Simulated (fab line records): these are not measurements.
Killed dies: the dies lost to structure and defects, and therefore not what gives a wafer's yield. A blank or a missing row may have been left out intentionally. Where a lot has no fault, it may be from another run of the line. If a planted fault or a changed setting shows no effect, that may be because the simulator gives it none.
Which of the tools did it? :: flow sky130 :: 13 lots, 39 wafers sampled, at 4 steps of a route of 708

## WHAT THE GAUGES READ, wafer by wafer
SKY_VIA3_OVL_MEAS_13. Usual: VIA3_OVL typically reads 4 nm, with standard deviation 5.9.
lot: L131
measured: day 40 02:48
on: overlay-01
VIA3_OVL (nm): 5 6 5
flag: 

lot: L132
measured: day 40 14:47
on: overlay-01
VIA3_OVL (nm): 0 3 -1
flag: 

lot: L135
measured: day 41 02:14
on: overlay-02
VIA3_OVL (nm): 7 1 7
flag: 

lot: L136
measured: day 41 14:39
on: overlay-02
VIA3_OVL (nm): -5 0 -3
flag: 

lot: L138
measured: day 41 21:20
on: overlay-02
VIA3_OVL (nm): 1 5 5
flag: 

lot: L139
measured: day 42 04:46
on: overlay-01
VIA3_OVL (nm): 6 5 7
flag: 

lot: L141
measured: day 42 16:42
on: overlay-01
VIA3_OVL (nm): 7 8 8
flag: 

lot: L142
measured: day 43 04:27
on: overlay-01
VIA3_OVL (nm): -6 -1 -5
flag: 

lot: L143
measured: day 43 11:42
on: overlay-02
VIA3_OVL (nm): 5 1 5
flag: 

lot: L144
measured: day 43 14:51
on: overlay-02
VIA3_OVL (nm): 7 13 2
flag: 

lot: L145
measured: day 43 18:48
on: overlay-02
VIA3_OVL (nm): 3 7 2
flag: 

lot: L146
measured: day 44 04:47
on: overlay-01
VIA3_OVL (nm): -3 2 -1
flag: 

lot: L147
measured: day 44 09:09
on: overlay-01
VIA3_OVL (nm): 7 11 7
flag: 

SKY_CAP2M_THK_MEAS_01. Usual: CAP2M_CVD_00_THK typically reads 15.54 nm, with standard deviation 0.2.
lot: L131
measured: day 40 04:23
on: film-metro-02
CAP2M_CVD_00_THK (nm): 15.35 15.55 15.72
flag: 

lot: L132
measured: day 40 16:23
on: film-metro-02
CAP2M_CVD_00_THK (nm): 15.87 15.85 16.03
flag: 

lot: L135
measured: day 41 03:49
on: film-metro-04
CAP2M_CVD_00_THK (nm): 15.53 15.83 16.12
flag: 

lot: L136
measured: day 41 16:16
on: film-metro-04
CAP2M_CVD_00_THK (nm): 15.42 15.53 15.55
flag: 

lot: L138
measured: day 41 22:58
on: film-metro-02
CAP2M_CVD_00_THK (nm): 15.69 15.41 15.68
flag: 

lot: L139
measured: day 42 06:21
on: film-metro-01
CAP2M_CVD_00_THK (nm): 15.47 15.92 15.65
flag: 

lot: L141
measured: day 42 18:23
on: film-metro-01
CAP2M_CVD_00_THK (nm): 15.43 15.59 15.75
flag: 

lot: L142
measured: day 43 06:02
on: film-metro-01
CAP2M_CVD_00_THK (nm): 15.34 15.67 15.36
flag: 

lot: L143
measured: day 43 13:19
on: film-metro-04
CAP2M_CVD_00_THK (nm): 15.31 15.48 15.62
flag: 

lot: L144
measured: day 43 16:26
on: film-metro-01
CAP2M_CVD_00_THK (nm): 15.48 15.48 15.82
flag: 

lot: L145
measured: day 43 20:24
on: film-metro-01
CAP2M_CVD_00_THK (nm): 15.16 15.60 15.61
flag: 

lot: L146
measured: day 44 06:21
on: film-metro-04
CAP2M_CVD_00_THK (nm): 15.42 15.73 15.72
flag: 

lot: L147
measured: day 44 10:46
on: film-metro-01
CAP2M_CVD_00_THK (nm): 15.39 15.39 15.84
flag: 

## WHAT TOOL EACH LOT RAN ON (gives the tool, then ch and the chambers of the sampled wafers, and finally the start)
lot: L131
SKY_VIA3_DEVELOP_11: litho-track-03 ch 0, day 40 02:00
SKY_METAL4_SPUTTER_03: pvd-sputter-01, day 40 04:17

lot: L132
SKY_VIA3_DEVELOP_11: litho-track-02 ch 0, day 40 14:00
SKY_METAL4_SPUTTER_03: pvd-sputter-02, day 40 16:16

lot: L135
SKY_VIA3_DEVELOP_11: litho-track-02 ch 0, day 41 01:00
SKY_METAL4_SPUTTER_03: pvd-sputter-01, day 41 03:43

lot: L136
SKY_VIA3_DEVELOP_11: litho-track-03 ch 0, day 41 14:00
SKY_METAL4_SPUTTER_03: pvd-sputter-01, day 41 16:10

lot: L138
SKY_VIA3_DEVELOP_11: litho-track-02 ch 0, day 41 21:00
SKY_METAL4_SPUTTER_03: pvd-sputter-01, day 41 22:52

lot: L139
SKY_VIA3_DEVELOP_11: litho-track-01 ch 0, day 42 04:00
SKY_METAL4_SPUTTER_03: pvd-sputter-02, day 42 06:16

lot: L141
SKY_VIA3_DEVELOP_11: litho-track-03 ch 0, day 42 16:00
SKY_METAL4_SPUTTER_03: pvd-sputter-01, day 42 18:18

lot: L142
SKY_VIA3_DEVELOP_11: litho-track-03 ch 0, day 43 04:00
SKY_METAL4_SPUTTER_03: pvd-sputter-02, day 43 05:56

lot: L143
SKY_VIA3_DEVELOP_11: litho-track-02 ch 0, day 43 11:00
SKY_METAL4_SPUTTER_03: pvd-sputter-01, day 43 13:13

lot: L144
SKY_VIA3_DEVELOP_11: litho-track-03 ch 0, day 43 14:00
SKY_METAL4_SPUTTER_03: pvd-sputter-02, day 43 16:21

lot: L145
SKY_VIA3_DEVELOP_11: litho-track-03 ch 0, day 43 18:00
SKY_METAL4_SPUTTER_03: pvd-sputter-02, day 43 20:18

lot: L146
SKY_VIA3_DEVELOP_11: litho-track-02 ch 0, day 44 04:00
SKY_METAL4_SPUTTER_03: pvd-sputter-01, day 44 06:16

lot: L147
SKY_VIA3_DEVELOP_11: litho-track-03 ch 0, day 44 08:00
SKY_METAL4_SPUTTER_03: pvd-sputter-02, day 44 10:41
- SKY_VIA3_DEVELOP_11: develop time 60 s.
- SKY_METAL4_SPUTTER_03: material Ti, target thk 5 nm, time 3.3 s.

## AS READ BY THE TOOLS THEMSELVES (means over the sampled wafers that have a number; for cases with no such wafer, the mark the record gives instead)
SKY_VIA3_DEVELOP_11. Usual: developer-temp-C 21.01 C, standard deviation 0.12; resist-line-temp-C 22.98 C, standard deviation 0.1.
lot: L131
tool: litho-track-03
developer-temp-C (C): 21.10
resist-line-temp-C (C): 23.05
flag: 

lot: L132
tool: litho-track-02
developer-temp-C (C): 21.15
resist-line-temp-C (C): 22.89
flag: 

lot: L135
tool: litho-track-02
developer-temp-C (C): 20.96
resist-line-temp-C (C): 22.98
flag: 

lot: L136
tool: litho-track-03
developer-temp-C (C): 20.99
resist-line-temp-C (C): 23.06
flag: 

lot: L138
tool: litho-track-02
developer-temp-C (C): 20.88
resist-line-temp-C (C): 22.94
flag: 

lot: L139
tool: litho-track-01
developer-temp-C (C): 21.00
resist-line-temp-C (C): 22.97
flag: 

lot: L141
tool: litho-track-03
developer-temp-C (C): 21.06
resist-line-temp-C (C): 23.20
flag: 

lot: L142
tool: litho-track-03
developer-temp-C (C): 21.09
resist-line-temp-C (C): 23.01
flag: 

lot: L143
tool: litho-track-02
developer-temp-C (C): 21.06
resist-line-temp-C (C): 22.99
flag: 

lot: L144
tool: litho-track-03
developer-temp-C (C): 20.93
resist-line-temp-C (C): 23.09
flag: 

lot: L145
tool: litho-track-03
developer-temp-C (C): 20.19
resist-line-temp-C (C): 23.01
flag: OFF

lot: L146
tool: litho-track-02
developer-temp-C (C): 21.12
resist-line-temp-C (C): 22.90
flag: 

lot: L147
tool: litho-track-03
developer-temp-C (C): 20.23
resist-line-temp-C (C): 22.98
flag: OFF

SKY_METAL4_SPUTTER_03. Usual: throttle-valve-pct reads 30.2 % (standard deviation 0.92).
lot: L131
tool: pvd-sputter-01
throttle-valve-pct (%): 31.3
flag: 

lot: L132
tool: pvd-sputter-02
throttle-valve-pct (%): 29.2
flag: 

lot: L135
tool: pvd-sputter-01
throttle-valve-pct (%): 30.6
flag: 

lot: L136
tool: pvd-sputter-01
throttle-valve-pct (%): 31.0
flag: 

lot: L138
tool: pvd-sputter-01
throttle-valve-pct (%): 30.5
flag: 

lot: L139
tool: pvd-sputter-02
throttle-valve-pct (%): 29.6
flag: 

lot: L141
tool: pvd-sputter-01
throttle-valve-pct (%): 30.6
flag: 

lot: L142
tool: pvd-sputter-02
throttle-valve-pct (%): 29.4
flag: 

lot: L143
tool: pvd-sputter-01
throttle-valve-pct (%): 31.3
flag: 

lot: L144
tool: pvd-sputter-02
throttle-valve-pct (%): 29.5
flag: 

lot: L145
tool: pvd-sputter-02
throttle-valve-pct (%): 29.3
flag: 

lot: L146
tool: pvd-sputter-01
throttle-valve-pct (%): 31.1
flag: 

lot: L147
tool: pvd-sputter-02
throttle-valve-pct (%): 29.5
flag: 

## THE ANSWER, worked out from the rows above alone
Rule: lot off if the mean of its wafers having a number is beyond 3 standard deviations from the usual mean. A lot without any number at a reading at which 4 lots or more have one is off too. The other lots that the step has rows for count as sound. After the gauges, taken in route order, come the tools' own readings; for these a lot's mean is taken, as printed above. The first step at which some lot is off is used, and at that step the reading that is off furthest; a lot without a number counts as furthest.
Off: L145, L147, at SKY_VIA3_DEVELOP_11 (developer-temp-C).
A tool fits if, at that step or a process step before it, it ran every lot that is off, and no sound lot after the first of them. One candidate fits, namely litho-track-03 at SKY_VIA3_DEVELOP_11. A fault onset in the window from L144 (day 43 14:00, its last sound lot) to L145 (day 43 18:00, its first lot off) fits.
The tool's own readings at SKY_VIA3_DEVELOP_11 bear it out: on the lots that are off they differ by more than 5 times the standard deviation of the sound lots' means. developer-temp-C reads 20.21 C there against 21.03 C on the sound lots.

## WHAT THE SIMULATOR PUT IN
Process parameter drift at SKY_VIA3_DEVELOP_11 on litho-track-03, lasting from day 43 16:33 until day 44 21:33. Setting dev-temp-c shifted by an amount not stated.
Struck lots among those shown: L145, L147. This agrees with what the rule above found.
